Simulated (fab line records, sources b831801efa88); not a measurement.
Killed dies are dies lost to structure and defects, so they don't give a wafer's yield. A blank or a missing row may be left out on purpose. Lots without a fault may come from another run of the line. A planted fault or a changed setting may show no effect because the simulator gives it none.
Which tool did it? | flow sky130 | 12 lots, 36 wafers sampled, at 4 steps of a route of 708

WHAT THE GAUGES READ, wafer by wafer
SKY_VIA3_BOW_MEAS_03. Usual: VIA3_BOW 77 um, standard deviation 8.
lot  | measured     | on            | VIA3_BOW (um) | flag
L737 | day 38 06:55 | film_metro-02 | 73 77 84      |
L740 | day 39 16:46 | film_metro-02 | 94 72 68      |
L741 | day 40 18:06 | film_metro-04 | 79 85 93      |
L743 | day 40 21:04 | film_metro-01 | 76 86 72      |
L747 | day 41 23:53 | film_metro-01 | 85 84 82      |
L752 | day 43 12:47 | film_metro-04 | 71 68 81      |
L753 | day 43 18:42 | film_metro-04 | 89 79 86      |
L756 | day 44 04:01 | film_metro-01 | 73 75 80      |
L757 | day 44 10:37 | film_metro-04 | 62 77 80      |
L758 | day 44 17:16 | film_metro-04 | 88 79 81      |
L760 | day 45 14:54 | film_metro-01 | 71 71 92      |
L759 | day 46 18:11 | film_metro-02 | 64 80 80      |

WHICH TOOL RAN EACH LOT (tool, then ch and the chambers of the sampled wafers, then the start)
lot  | SKY_METAL3_SPUTTER_02        | SKY_CAPM_METAL_ETCH_13            | SKY_METAL3_ETCH_17
L737 | pvd_sputter-04, day 36 01:47 | rie_metal-02 ch 0,1, day 37 03:06 | rie_diel-04 ch 0,2,3, day 38 05:24
L740 | pvd_sputter-01, day 37 10:48 | rie_metal-01 ch 0,1, day 38 13:20 | rie_diel-03 ch 1,2, day 39 15:01
L741 | pvd_sputter-04, day 38 15:57 | rie_metal-01 ch 0,1, day 39 15:41 | rie_diel-04 ch 1,2, day 40 16:13
L743 | pvd_sputter-04, day 38 16:51 | rie_metal-02 ch 0, day 39 17:34   | rie_diel-04 ch 0,2, day 40 19:33
L747 | pvd_sputter-03, day 39 20:20 | rie_metal-02 ch 0,1, day 40 21:28 | rie_diel-04 ch 1,2, day 41 22:34
L752 | pvd_sputter-04, day 41 11:22 | rie_metal-01 ch 0,1, day 42 11:04 | rie_diel-02 ch 0,2,3, day 43 11:20
L753 | pvd_sputter-03, day 41 17:21 | rie_metal-02 ch 0,1, day 42 16:54 | rie_diel-02 ch 0,2,3, day 43 17:17
L756 | pvd_sputter-04, day 42 03:37 | rie_metal-04 ch 1, day 43 02:12   | rie_diel-03 ch 0,1, day 44 02:35
L757 | pvd_sputter-04, day 42 10:59 | rie_metal-02 ch 0,1, day 43 10:21 | rie_diel-04 ch 0,1,3, day 44 09:15
L758 | pvd_sputter-01, day 42 16:52 | rie_metal-02 ch 0,1, day 43 16:04 | rie_diel-02 ch 0,1,2, day 44 15:43
L760 | pvd_sputter-04, day 43 16:38 | rie_metal-02 ch 1, day 44 15:39   | rie_diel-02 ch 0,3, day 45 13:22
L759 | pvd_sputter-01, day 44 18:20 | rie_metal-04 ch 0,1, day 45 15:24 | rie_diel-03 ch 0,1, day 46 12:37
- SKY_METAL3_SPUTTER_02: material AlCu, target thk 735 nm, time 39.1 s.
- SKY_CAPM_METAL_ETCH_13: etches TiN in Cl2/BCl3, stops on SiO2, target depth 220 nm, time 62.9 s.
- SKY_METAL3_ETCH_17: etches SiO2 in C4F8/O2/Ar, stops on TiN, time 3.9 s, target depth 15 nm.

WHAT THE TOOLS THEMSELVES READ (means of the sampled wafers that have a number; where no wafer has one, the mark that the record gives instead)
SKY_METAL3_SPUTTER_02. Usual: throttle_valve_pct 30.3 %, standard deviation 0.98.
lot  | tool           | throttle_valve_pct (%) | flag
L737 | pvd_sputter-04 | 29.8                   |
L740 | pvd_sputter-01 | 30.0                   |
L741 | pvd_sputter-04 | 30.4                   |
L743 | pvd_sputter-04 | 29.3                   |
L747 | pvd_sputter-03 | 31.2                   |
L752 | pvd_sputter-04 | 30.4                   |
L753 | pvd_sputter-03 | 31.1                   |
L756 | pvd_sputter-04 | 29.8                   |
L757 | pvd_sputter-04 | 30.0                   |
L758 | pvd_sputter-01 | 29.7                   |
L760 | pvd_sputter-04 | 30.5                   |
L759 | pvd_sputter-01 | 29.9                   |

SKY_CAPM_METAL_ETCH_13. Usual: bias_w 48.50 W, standard deviation 0.15; drypump_motor_current_A 5.7 A, standard deviation 0.36; oes_product_au 0.941 a.u., standard deviation 0.0072; rf_fwd_power_W 893 W, standard deviation 3.9; throttle_valve_pct 21.901 %, standard deviation 0.011.
lot  | tool         | bias_w (W) | drypump_motor_current_A (A) | oes_product_au (a.u.) | rf_fwd_power_W (W) | throttle_valve_pct (%) | flag
L737 | rie_metal-02 | 48.53      | 5.9                         | 0.938                 | 893                | 21.913                 |
L740 | rie_metal-01 | 48.65      | 5.8                         | 0.929                 | 896                | 21.911                 |
L741 | rie_metal-01 | 48.24      | 5.8                         | 0.947                 | 896                | 21.898                 |
L743 | rie_metal-02 | 48.61      | 6.3                         | 0.946                 | 893                | 21.896                 |
L747 | rie_metal-02 | 48.55      | 5.9                         | 0.935                 | 892                | 21.910                 |
L752 | rie_metal-01 | 48.63      | 5.7                         | 0.942                 | 890                | 21.903                 |
L753 | rie_metal-02 | 48.40      | 6.1                         | 0.929                 | 891                | 21.909                 |
L756 | rie_metal-04 | 48.41      | 5.4                         | 0.941                 | 895                | 21.908                 |
L757 | rie_metal-02 | 48.48      | 6.1                         | 0.942                 | 894                | 21.904                 |
L758 | rie_metal-02 | 48.61      | 5.9                         | 0.938                 | 897                | 21.896                 |
L760 | rie_metal-02 | 48.50      | 5.7                         | 0.942                 | 892                | 21.893                 |
L759 | rie_metal-04 | 48.37      | 5.4                         | 0.947                 | 895                | 21.911                 |

SKY_METAL3_ETCH_17. Usual: bias_w 1200 W, standard deviation 4.4; oes_product_au 0.755 a.u., standard deviation 0.0071; rf_fwd_power_W 1466 W, standard deviation 7.5.
lot  | tool        | bias_w (W) | oes_product_au (a.u.) | rf_fwd_power_W (W) | flag
L737 | rie_diel-04 | 1203       | 0.754                 | 1466               |
L740 | rie_diel-03 | 1197       | 0.753                 | 1465               |
L741 | rie_diel-04 | 1198       | 0.764                 | 1465               |
L743 | rie_diel-04 | 1196       | 0.748                 | 1227               | OFF
L747 | rie_diel-04 | 1206       | 0.753                 | 1218               | OFF
L752 | rie_diel-02 | 1200       | 0.749                 | 1466               |
L753 | rie_diel-02 | 1204       | 0.749                 | 1463               |
L756 | rie_diel-03 | 1202       | 0.759                 | 1459               |
L757 | rie_diel-04 | 1198       | 0.751                 | 1472               |
L758 | rie_diel-02 | 1199       | 0.759                 | 1463               |
L760 | rie_diel-02 | 1205       | 0.748                 | 1464               |
L759 | rie_diel-03 | 1199       | 0.760                 | 1462               |

THE ANSWER, worked out from the rows above alone
Rule: a lot is off if the mean of its wafers that have a number lies more than 3 standard deviations from the usual mean. A lot without any number at a reading at which 4 lots or more have one is off too. The other lots that the step has rows for count as sound. The gauges are gone through in route order, then the tools' own readings, and for those a lot's mean is taken as printed above. The first step at which some lot is off is used, and at that step the reading that is off furthest; a lot without a number counts as furthest.
Off: L743, L747, at SKY_METAL3_ETCH_17 (rf_fwd_power_W).
A tool fits if, at that step or a process step before it, it ran every lot that is off, and no sound lot after the first of them. None of those tried fits.

WHAT THE SIMULATOR HAD PUT IN
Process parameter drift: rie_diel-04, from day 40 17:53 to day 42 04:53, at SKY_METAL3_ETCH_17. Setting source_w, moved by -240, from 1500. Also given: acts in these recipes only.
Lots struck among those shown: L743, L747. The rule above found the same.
